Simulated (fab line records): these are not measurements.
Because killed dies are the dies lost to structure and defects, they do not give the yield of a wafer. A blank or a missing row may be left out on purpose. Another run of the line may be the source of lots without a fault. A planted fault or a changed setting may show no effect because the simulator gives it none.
Struck lot and sound lot, side by side || flow sfqLine || 20 steps out of a route of 325
Sound: these wafers, L563.1, L563.3, L563.4. Struck: wafers L572.3, L572.4, L572.5. The cause comes at the end.
At each step with rows: each side's tool, then ch and its chambers, then its first start. Under that, the readings that differ: sound wafers || struck wafers || difference of the means || sigmas: that difference in standard deviations of wafers without a fault.
alike: readings whose means differ by less than 2 such deviations, and words and numbers that are the same on both sides. not compared: withheld readings, readings that some wafer has no value for, bounds like >300 that may hide the same value, and numbers for which the record gives no deviation and whose values overlap.
A row with sigmas, a row that says differs or no value, or rows on one side alone: a step with any of these is where the two part. When numbers do not overlap yet have no deviation, they are printed without sigmas and do not part them. A reading that every wafer of one side lacks parts them only if that side has two wafers or more.

first, 2 steps without rows for these wafers: SFQ_TRILAYER_I3_VIA_LITHO_PEB_088 (peb time 60 s); SFQ_TRILAYER_I3_VIA_LITHO_DEVELOP_087 (time 60 s).
SFQ_I3_OVL_MEAS_923:
  sound: overlay-01 at day 46 09:16; struck: overlay-01 at day 49 09:32
  alike: I3_OVL
SFQ_TRILAYER_I3_VIA_BARC_OPEN_VIA_ETCH_121: etches BARC in O2, target depth 125 nm, time 41.7 s.
  sound on rieDiel-04 ch 0,1,2, day 46 09:19; struck on rieDiel-03 ch 1,3, day 49 09:34
  alike: chamberPressureMTorr, drypumpMotorCurrentA, oesProductAu
  not compared: rfHoursCounterH
SFQ_TRILAYER_I3_VIA_ETCH_VIA_ETCH_088: etches SiO2 in CHF3, stops on Nb, target depth 260 nm.
  sound on rieDiel-04 ch 0,1,2, day 46 09:21; struck on rieDiel-03 ch 1,3, day 49 09:36
  alike: chamberPressureMTorr, drypumpMotorCurrentA, oesProductAu
then, 3 steps without rows for these wafers: SFQ_TRILAYER_I3_VIA_STRIP_STRIP_089 (strips in O2); SFQ_TRILAYER_I3_VIA_STRIP_SOLV_CLEAN_090 (cleans in NMP, time 600 s); SFQ_TRILAYER_M4_DEP_PRE_CLEAN_092 (time 22.5 s).
SFQ_TRILAYER_M4_DEP_SPUTTER_091: material Nb, target thk 200 nm, time 133.3 s.
  sound: pvdSputter-06 at day 46 10:16; struck: pvdSputter-04 at day 49 10:31
  alike: substrateTempC, throttleValvePct
SFQ_M4_RS_MEAS_924: a four-point-probe measurement.
  sound: filmMetro-02 at day 46 10:21; struck: filmMetro-04 at day 49 10:38
  alike: M4_NB_RS
then, 1 step without rows for these wafers: SFQ_TRILAYER_M4_LITHO_COAT_098 (resist thk 62 nm).
SFQ_TRILAYER_M4_LITHO_COAT_093: resist thk 600 nm.
  sound on lithoTrack-02 ch 0, day 46 10:50; struck on lithoTrack-02 ch 0, day 49 11:11
{"reading": "spinSpeedRpm (rpm)", "sound": "3001.0 3005.1 2999.6", "struck": "2895.2 2897.9 2893.0", "difference": -106.5, "sigmas": -44}
{"reading": "model.KrF_of_TRILAYER_M4_LITHO_COAT_093.thkNm (nm)", "sound": "600.4 599.4 599.6", "struck": "611.4 611.2 609.8", "difference": "+11.0", "sigmas": ""}
  alike: exhaustPa
then, 4 steps without rows for these wafers: SFQ_TRILAYER_M4_LITHO_SOFTBAKE_097; SFQ_TRILAYER_M4_LITHO_EXPOSE_094 (exposes mask M4, target cd 500 nm); SFQ_TRILAYER_M4_LITHO_PEB_096 (peb time 60 s); SFQ_TRILAYER_M4_LITHO_DEVELOP_095 (time 60 s).
-- the record jumps here: 5 days lie between the struck wafers' starts before and after --
SFQ_M4_OVL_MEAS_926:
  sound: overlay-02 at day 52 09:39; struck: overlay-02 at day 54 01:50
  alike: M4_OVL
SFQ_TRILAYER_M4_BARC_OPEN_METAL_ETCH_123: etches BARC in O2, target depth 125 nm, time 41.7 s.
  sound on rieMetal-03 ch 0,1, day 52 09:41; struck on rieMetal-01 ch 0,1, day 54 01:52
  alike: chamberPressureMTorr, drypumpMotorCurrentA, oesProductAu
  not compared: rfHoursCounterH
SFQ_TRILAYER_M4_ETCH_METAL_ETCH_096: etches Nb in Cl2/Ar, stops on SiO2, target depth 240 nm, time 120 s.
  sound on rieMetal-03 ch 0,1, day 52 09:44; struck on rieMetal-01 ch 0,1, day 54 01:57
{"reading": "model.KrF_of_TRILAYER_M4_LITHO_COAT_093.thkNm (nm)", "sound": "384.8 383.3 377.5", "struck": "390.8 393.3 389.4", "difference": "+9.3", "sigmas": ""}
  alike: chamberPressureMTorr, drypumpMotorCurrentA, oesProductAu
  not compared: rfHoursCounterH
SFQ_TRILAYER_M4_STRIP_STRIP_097: strips in O2.
  sound on rieMetal-03 ch 0,1, day 52 09:52; struck on rieMetal-01 ch 0,1, day 54 02:14
  alike: chamberPressureMTorr, drypumpMotorCurrentA, oesProductAu
  not compared: rfHoursCounterH

WHERE THEY PART
SFQ_TRILAYER_M4_LITHO_COAT_093 only, going by this record. Later steps at which nothing parts them and some readings are alike: SFQ_M4_OVL_MEAS_926, SFQ_TRILAYER_M4_BARC_OPEN_METAL_ETCH_123, SFQ_TRILAYER_M4_ETCH_METAL_ETCH_096, SFQ_TRILAYER_M4_STRIP_STRIP_097.

WHY: whatever the simulator had introduced
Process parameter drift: lithoTrack-02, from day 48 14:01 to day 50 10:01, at SFQ_TRILAYER_M4_LITHO_COAT_093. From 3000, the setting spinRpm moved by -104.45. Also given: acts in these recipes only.
